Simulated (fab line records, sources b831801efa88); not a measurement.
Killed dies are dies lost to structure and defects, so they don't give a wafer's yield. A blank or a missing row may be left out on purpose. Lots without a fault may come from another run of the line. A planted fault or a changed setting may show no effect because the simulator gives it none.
fab line records | flow sfq_line
record lots=15 wafers=45 last_day=83
route steps=325 shown M0@29 M3@131 R5@213
lots that met no fault: from a run of the same line without faults
start_h: hours from the record's first day to the start of the lot's first wafer shown | wait_h: hours since the lot's step before | " the same as in the row above | L1.1+2: a row that stands for several wafers | - no value, or no start given | * or withheld: withheld | < > ~ a bound
route shown NAME@n: a module of which the file shows steps, and the number in the route of the first | usual: mean/standard deviation of fault-free wafers | same: alike in all rows | chamber/n: place in a boat | sites: the reading at each site | _std_site: their standard deviation | _edge_site: outer sites' mean less inner sites' | radius_mm: how far each site lies from the wafer's centre | mask NAME#n: copy n | behind: the tool/chamber that last shaped the wafer | hold: why the lot was held/for how many hours/how that ended | device: the transistor (n, p or np) that didn't switch | end of line: the same wafers' tests at the end of the route | a step without rows: its recipe alone | killed: dies lost to structure and defects at the first sort, not the wafer's yield | map: a wafer's dies, x killed, . not, _ none there
set.NAME: the setting as run; set.NAME@STEP: as run at that earlier step | model.NAME: the simulator's own value behind a step, which no gauge read
steps of the route over a sample of lots; a table a step, a row a wafer
services: from which hour (start_h, from the record's first day; less than 0 if before it) a tool's chamber was out of use, for how many hours, and why
## steps
# step SFQ_TRILAYER_M0_DEP_SPUTTER_019
# recipe material=Nb base_pressure_pa=1.33e-06 chamber_pressure_pa=0.1333 substrate_temp_c=20 resputter_cathode_voltage_v=400 target_thk_nm=200 power_w=1958 time_s=133.3
# usual throttle_valve_pct=30.0/0.85
# columns lot.wafer tool chamber start_h wait_h throttle_valve_pct
L930.2 pvd_sputter-05 - 102.80 0.0 29.7
L930.4 " - " " 29.8
L930.5 " - " " 28.2
L931.3 pvd_sputter-03 - 110.00 0.0 30.5
L931.4 " - " " 30.5
L931.6 " - " " 30.2
L932.3 pvd_sputter-04 - 114.80 0.0 30.8
L932.4 " - " " 30.9
L932.5 " - " " 31.0
L933.1 pvd_sputter-03 - 122.00 0.0 28.6
L933.3 " - " " 30.6
L933.4 " - " " 30.4
L934.2 pvd_sputter-05 - 126.82 0.0 30.3
L934.5 " - " " 30.3
L934.6 " - " " 28.3
L936.2 pvd_sputter-05 - 145.08 0.0 29.6
L936.3 " - " " 30.2
L936.4 " - " " 28.3
L937.4 pvd_sputter-05 - 151.83 0.0 30.1
L937.5 " - " " 30.2
L937.6 " - " " 30.0
L938.1 pvd_sputter-05 - 156.63 0.0 30.3
L938.2 " - " " 29.8
L938.4 " - " " 30.3
L939.1 pvd_sputter-05 - 165.03 0.0 28.4
L939.2 " - " " 30.2
L939.6 " - " " 30.3
L940.3 pvd_sputter-03 - 169.85 0.0 30.6
L940.4 " - " " 30.3
L940.5 " - " " 29.3
L945.2 pvd_sputter-03 - 197.43 0.0 30.7
L945.4 " - " " 28.7
L945.6 " - " " 30.7
L949.2 pvd_sputter-03 - 223.83 0.0 29.7
L949.3 " - " " 28.8
L949.4 " - " " 30.5
L951.2 pvd_sputter-04 - 232.03 0.0 30.7
L951.4 " - " " 31.0
L951.5 " - " " 28.3
L952.1 pvd_sputter-05 - 241.63 0.0 30.1
L952.5 " - " " 30.4
L952.6 " - " " 29.7
L953.1 pvd_sputter-03 - 244.47 0.0 30.5
L953.3 " - " " 29.8
L953.5 " - " " 30.5
# step SFQ_M0_RS_MEAS_904
# recipe thk_meas_gauge=four-point-probe reads=Nb_of_TRILAYER_M0_DEP_SPUTTER_019
# usual M0_NB_RS=0.911/0.0088
# columns lot.wafer tool chamber start_h wait_h hold M0_NB_RS[ohm/sq]
L930.2 film_metro-01 - 102.91 0.1 - 0.927
L930.4 " - " " - 0.928
L930.5 " - " " - 0.929
L931.3 film_metro-02 - 110.13 0.1 - 0.906
L931.4 " - " " - 0.901
L931.6 " - " " - 0.899
L932.3 film_metro-04 - 114.93 0.1 - 0.910
L932.4 " - " " - 0.910
L932.5 " - " " - 0.905
L933.1 film_metro-04 - 122.09 0.0 - 0.902
L933.3 " - " " - 0.912
L933.4 " - " " - 0.913
L934.2 film_metro-02 - 126.93 0.1 - 0.909
L934.5 " - " " - 0.909
L934.6 " - " " - 0.914
L936.2 film_metro-04 - 145.19 0.1 - 0.908
L936.3 " - " " - 0.904
L936.4 " - " " - 0.913
L937.4 film_metro-02 - 151.98 0.1 await_dispo/0.2h/release 1.027
L937.5 " - " " await_dispo/0.2h/release 1.011
L937.6 " - " " await_dispo/0.2h/release 1.017
L937.4 film_metro-02 - 152.27 0.3 - 1.026
L937.5 " - " " - 1.013
L937.6 " - " " - 1.018
L938.1 film_metro-01 - 156.72 0.0 await_dispo/0.2h/release 1.018
L938.2 " - " " await_dispo/0.2h/release 1.023
L938.4 " - " " await_dispo/0.2h/release 1.021
L938.1 film_metro-01 - 157.01 0.3 - 1.018
L938.2 " - " " - 1.022
L938.4 " - " " - 1.018
L939.1 film_metro-01 - 165.12 0.0 await_dispo/0.2h/release 1.027
L939.2 " - " " await_dispo/0.2h/release 1.020
L939.6 " - " " await_dispo/0.2h/release 1.010
L939.1 film_metro-01 - 165.41 0.3 - 1.026
L939.2 " - " " - 1.024
L939.6 " - " " - 1.010
L940.3 film_metro-04 - 169.98 0.1 - 0.920
L940.4 " - " " - 0.918
L940.5 " - " " - 0.925
L945.2 film_metro-01 - 197.54 0.1 - 0.925
L945.4 " - " " - 0.916
L945.6 " - " " - 0.923
L949.2 film_metro-04 - 223.94 0.1 - 0.903
L949.3 " - " " - 0.898
L949.4 " - " " - 0.902
L951.2 film_metro-04 - 232.14 0.1 - 0.923
L951.4 " - " " - 0.922
L951.5 " - " " - 0.927
L952.1 film_metro-02 - 241.72 0.0 - 0.910
L952.5 " - " " - 0.898
L952.6 " - " " - 0.902
L953.1 film_metro-01 - 244.57 0.0 - 0.907
L953.3 " - " " - 0.911
L953.5 " - " " - 0.906
# step SFQ_TRILAYER_M0_ETCH_METAL_ETCH_024
# recipe target=Nb stop_on=SiO2 mask_material=PR chemistry=Cl2/Ar target_depth_nm=240 icp_w=600 bias_w=80 pressure_mtorr=10 time_s=120
# usual drypump_motor_current_A=5.29/0.16 oes_product_au=0.884/0.0066
# same time_s=120
# columns lot.wafer tool chamber start_h wait_h drypump_motor_current_A oes_product_au rf_hours_counter_h
L930.2 rie_metal-02 1 182.20 0.0 5.28 0.882 100
L930.4 " 0 " " 5.28 0.881 -
L930.5 " 0 " " 5.26 0.879 -
L931.3 rie_metal-02 1 189.45 0.1 5.29 0.883 -
L931.4 " 0 " " 5.30 0.892 -
L931.6 " 1 " " 5.27 0.882 -
L932.3 rie_metal-04 0 195.48 0.1 5.04 0.890 -
L932.4 " 1 " " 5.47 0.879 -
L932.5 " 1 " " 5.46 0.885 -
L933.1 rie_metal-04 0 201.42 0.1 5.02 0.886 111
L933.3 " 0 " " 5.04 0.886 -
L933.4 " 1 " " 5.46 0.877 -
L934.2 rie_metal-04 1 209.80 0.0 5.45 0.888 151
L934.5 " 0 " " 5.04 0.888 -
L934.6 " 1 " " 5.46 0.875 -
L936.2 rie_metal-02 0 232.40 0.0 5.27 0.884 59
L936.3 " 0 " " 5.29 0.882 -
L936.4 " 1 " " 5.27 0.882 -
L937.4 rie_metal-02 0 239.65 0.1 5.29 0.821 -
L937.5 " 0 " " 5.28 0.832 -
L937.6 " 1 " " 5.26 0.823 -
L938.1 rie_metal-01 1 245.60 0.0 5.62 0.834 57
L938.2 " 0 " " 5.18 0.838 84
L938.4 " 0 " " 5.21 0.828 -
L939.1 rie_metal-02 0 254.00 0.0 5.28 0.834 63
L939.2 " 1 " " 5.25 0.826 113
L939.6 " 0 " " 5.28 0.828 -
L940.3 rie_metal-01 0 258.85 0.1 5.21 0.874 -
L940.4 " 1 " " 5.63 0.876 -
L940.5 " 0 " " 5.19 0.876 -
L945.2 rie_metal-04 0 290.00 0.0 5.03 0.877 128
L945.4 " 0 " " 5.02 0.890 -
L945.6 " 1 " " 5.46 0.875 -
L949.2 rie_metal-02 1 318.85 0.0 5.30 0.881 125
L949.3 " 0 " " 5.28 0.894 -
L949.4 " 1 " " 5.31 0.888 -
L951.2 rie_metal-04 1 326.13 0.0 5.46 0.872 174
L951.4 " 0 " " 5.03 0.884 -
L951.5 " 1 " " 5.42 0.881 -
L952.1 rie_metal-04 0 340.53 0.0 5.06 0.876 138
L952.5 " 1 " " 5.45 0.888 -
L952.6 " 0 " " 5.04 0.887 -
L953.1 rie_metal-02 1 345.33 0.0 5.29 0.885 131
L953.3 " 1 " " 5.25 0.874 -
L953.5 " 1 " " 5.23 0.886 -
# step SFQ_TRILAYER_M3_STRIP_STRIP_079
# recipe gas=O2 power_w=200 platen_temp_c=40 overash_fraction=0.65 chemistry=O2 pressure_mtorr=50
# usual drypump_motor_current_A=5.3/0.37 oes_product_au=1.005/0.0077
# columns lot.wafer tool chamber start_h wait_h drypump_motor_current_A oes_product_au rf_hours_counter_h
L930.2 rie_metal-04 1 616.76 0.1 5.4 0.992 38
L930.4 " 1 " " 5.5 1.008 -
L930.5 " 1 " " 5.5 1.004 -
L931.3 rie_metal-03 1 628.50 0.2 5.7 0.995 -
L931.4 " 0 " " 4.8 1.003 -
L931.6 " 0 " " 4.8 1.004 -
L932.3 rie_metal-03 1 637.22 0.2 5.8 1.009 -
L932.4 " 0 " " 4.8 0.992 -
L932.5 " 1 " " 5.8 1.011 -
L933.1 rie_metal-01 0 786.22 0.1 5.2 1.003 4
L933.3 " 0 " " 5.2 1.003 -
L933.4 " 1 " " 5.6 1.004 -
L934.2 rie_metal-04 1 792.22 0.1 5.5 1.007 61
L934.5 " 0 " " 5.1 0.998 -
L934.6 " 1 " " 5.5 1.009 -
L936.2 rie_metal-03 0 824.53 0.1 4.8 1.010 97
L936.3 " 0 " " 4.8 1.005 -
L936.4 " 1 " " 5.7 1.009 -
L937.4 rie_metal-03 1 836.64 0.2 5.7 1.006 -
L937.5 " 0 " " 4.7 0.996 -
L937.6 " 1 " " 5.7 1.006 -
L938.1 rie_metal-01 0 847.55 0.2 5.2 1.003 14
L938.2 " 0 " " 5.2 1.018 -
L938.4 " 0 " " 5.2 1.011 -
L939.1 rie_metal-03 0 865.36 0.1 4.8 1.000 107
L939.2 " 1 " " 5.8 1.015 120
L939.6 " 1 " " 5.8 1.004 -
L940.3 rie_metal-04 1 871.56 0.2 5.4 1.012 -
L940.4 " 0 " " 5.1 1.010 -
L940.5 " 0 " " 5.1 1.002 -
L945.2 rie_metal-01 0 912.16 0.1 5.2 1.015 28
L945.4 " 1 " " 5.6 1.001 -
L945.6 " 1 " " 5.6 1.011 -
L949.2 rie_metal-04 1 943.47 0.1 5.5 1.008 83
L949.3 " 1 " " 5.4 0.997 -
L949.4 " 0 " " 5.0 1.000 -
L951.2 rie_metal-03 0 960.27 0.1 4.8 1.006 122
L951.4 " 0 " " 4.8 1.014 -
L951.5 " 0 " " 4.7 1.010 -
L952.1 rie_metal-03 0 963.87 0.1 4.8 1.002 122
L952.5 " 1 " " 5.7 1.007 -
L952.6 " 0 " " 4.8 1.003 -
L953.1 rie_metal-03 1 966.27 0.1 5.8 1.003 136
L953.3 " 1 " " 5.8 1.009 -
L953.5 " 1 " " 5.7 1.010 -
# step SFQ_TRILAYER_R5_DEP_SPUTTER_133
# recipe material=MoNx base_pressure_pa=1.33e-06 target_thk_nm=40 power_w=1000 time_s=66.7 chamber_pressure_pa=0.4
# usual throttle_valve_pct=29.8/0.98
# same time_s=66.7
# columns lot.wafer tool chamber start_h wait_h throttle_valve_pct
L930.2 pvd_sputter-05 - 1118.49 0.0 30.2
L930.4 " - " " 29.7
L930.5 " - " " 28.5
L931.3 pvd_sputter-06 - 1245.55 0.0 28.2
L931.4 " - " " 30.3
L931.6 " - " " 30.6
L932.3 pvd_sputter-05 - 1245.59 0.0 29.7
L932.4 " - " " 30.5
L932.5 " - " " 30.2
L933.1 pvd_sputter-04 - 1248.59 0.0 30.7
L933.3 " - " " 28.1
L933.4 " - " " 30.5
L934.2 pvd_sputter-06 - 1259.73 0.0 28.8
L934.5 " - " " 30.7
L934.6 " - " " 28.3
L936.2 pvd_sputter-04 - 1284.09 0.0 28.3
L936.3 " - " " 31.0
L936.4 " - " " 30.7
L937.4 pvd_sputter-05 - 1299.67 0.0 30.0
L937.5 " - " " 30.3
L937.6 " - " " 29.6
L938.1 pvd_sputter-06 - 1306.24 0.0 28.7
L938.2 " - " " 30.5
L938.4 " - " " 30.3
L939.1 pvd_sputter-04 - 1336.24 0.0 28.1
L939.2 " - " " 30.8
L939.6 " - " " 28.4
L940.3 pvd_sputter-05 - 1336.79 0.0 30.5
L940.4 " - " " 28.2
L940.5 " - " " 28.3
L945.2 pvd_sputter-04 - 1385.08 0.0 28.2
L945.4 " - " " 30.7
L945.6 " - " " 30.9
L949.2 pvd_sputter-04 - 1405.48 0.0 30.6
L949.3 " - " " 30.6
L949.4 " - " " 28.5
L951.2 pvd_sputter-04 - 1411.48 0.0 30.7
L951.4 " - " " 30.4
L951.5 " - " " 30.6
L952.1 pvd_sputter-06 - 1412.08 0.0 30.5
L952.5 " - " " 30.6
L952.6 " - " " 28.7
L953.1 pvd_sputter-04 - 1414.48 0.0 28.2
L953.3 " - " " 30.9
L953.5 " - " " 30.9
# step SFQ_TRILAYER_R5_STRIP_STRIP_140
# recipe gas=O2 power_w=200 platen_temp_c=40 overash_fraction=0.65 chemistry=O2 pressure_mtorr=50
# usual drypump_motor_current_A=5.33/0.18 oes_product_au=1.000/0.0071
# columns lot.wafer tool chamber start_h wait_h drypump_motor_current_A oes_product_au rf_hours_counter_h
L930.2 rie_metal-02 0 1234.94 0.0 5.29 0.986 54
L930.4 " 1 " " 5.25 0.989 -
L930.5 " 0 " " 5.29 0.996 -
L931.3 rie_metal-02 1 1248.40 0.2 5.26 0.984 -
L931.4 " 0 " " 5.28 0.998 -
L931.6 " 1 " " 5.25 0.989 -
L932.3 rie_metal-04 1 1249.60 0.2 5.46 1.000 -
L932.4 " 0 " " 5.03 1.007 -
L932.5 " 1 " " 5.47 0.994 -
L933.1 rie_metal-01 0 1251.25 0.0 5.23 1.014 78
L933.3 " 1 " " 5.61 1.009 -
L933.4 " 0 " " 5.21 1.007 -
L934.2 rie_metal-02 1 1266.40 0.0 5.28 0.999 103
L934.5 " 0 " " 5.31 0.997 -
L934.6 " 1 " " 5.27 0.988 -
L936.2 rie_metal-01 1 1286.75 0.0 5.63 0.998 62
L936.3 " 0 " " 5.20 0.996 -
L936.4 " 1 " " 5.62 1.007 -
L937.4 rie_metal-01 1 1421.85 0.2 5.61 0.997 -
L937.5 " 1 " " 5.60 1.009 -
L937.6 " 0 " " 5.21 1.000 -
L938.1 rie_metal-02 1 1425.25 0.0 5.29 0.995 126
L938.2 " 0 " " 5.28 1.008 84
L938.4 " 1 " " 5.27 0.989 -
L939.1 rie_metal-01 1 1450.49 0.1 5.62 1.001 85
L939.2 " 0 " " 5.24 1.002 105
L939.6 " 0 " " 5.20 0.998 -
L940.3 rie_metal-02 0 1451.85 0.2 5.28 0.996 -
L940.4 " 1 " " 5.25 0.989 -
L940.5 " 1 " " 5.28 0.996 -
L945.2 rie_metal-01 1 1497.16 0.0 5.64 1.007 93
L945.4 " 0 " " 5.21 1.002 -
L945.6 " 0 " " 5.19 0.986 -
L949.2 rie_metal-02 1 1521.15 0.0 5.27 0.994 140
L949.3 " 0 " " 5.29 0.995 -
L949.4 " 1 " " 5.28 0.991 -
L951.2 rie_metal-02 0 1528.35 0.0 5.30 0.998 99
L951.4 " 1 " " 5.25 0.995 -
L951.5 " 0 " " 5.29 0.997 -
L952.1 rie_metal-01 1 1529.55 0.0 5.62 1.010 96
L952.5 " 1 " " 5.61 0.996 -
L952.6 " 0 " " 5.19 0.998 -
L953.1 rie_metal-02 0 1534.59 0.1 5.28 0.998 99
L953.3 " 0 " " 5.29 0.995 -
L953.5 " 0 " " 5.28 0.994 -
## services
# columns tool chamber start_h hours kind
pvd_sputter-05 - 106.23 12.8 repair
pvd_sputter-05 - 121.52 3.6 repair
rie_metal-01 - 183.82 4.3 pm
pvd_sputter-05 - 213.92 5.0 repair
rie_metal-04 - 306.02 0.2 repair
rie_metal-02 0 312.35 1.2 repair
rie_metal-01 - 351.33 2.8 pm
rie_metal-02 - 404.33 0.9 repair
rie_metal-01 - 427.14 14.6 pm
rie_metal-01 0 443.13 12.8 repair
rie_metal-04 1 461.52 3.9 repair
rie_metal-01 0 509.01 4.1 repair
rie_metal-02 0 544.07 2.0 repair
pvd_sputter-05 - 595.55 9.3 repair
pvd_sputter-05 - 603.01 3.8 repair
rie_metal-02 - 606.04 2.8 pm
rie_metal-02 - 621.31 2.0 repair
pvd_sputter-05 - 643.02 8.1 repair
rie_metal-02 - 694.35 1.8 repair
rie_metal-02 1 940.05 16.2 repair
rie_metal-02 0 1079.84 5.7 repair
rie_metal-02 - 1097.85 1.4 pm
rie_metal-02 0 1347.03 1.9 repair
rie_metal-02 1 1369.94 8.0 repair
## key
first_sign step=SFQ_M0_RS_MEAS_904 reading=visit direction=added
effect step=SFQ_M0_RS_MEAS_904 reading=M0_NB_RS direction=up sigmas=12 usual=0.911 struck=1.019
effect step=SFQ_TRILAYER_M0_ETCH_METAL_ETCH_024 reading=oes_product_au direction=down sigmas=8.2 usual=0.884 struck=0.829
met_at SFQ_TRILAYER_M0_DEP_SPUTTER_019
struck_lots L937,L938,L939
not_acting_at SFQ_TRILAYER_M3_STRIP_STRIP_079,SFQ_TRILAYER_R5_DEP_SPUTTER_133,SFQ_TRILAYER_R5_STRIP_STRIP_140
onset_between 145.08 151.83
fault kind=process_parameter_drift tool=pvd_sputter-05 chamber=- onset_h=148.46 steps=SFQ_TRILAYER_M0_DEP_SPUTTER_019 channel=time_s offset=* shape=step end_h=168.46 acts_in=* stated=*
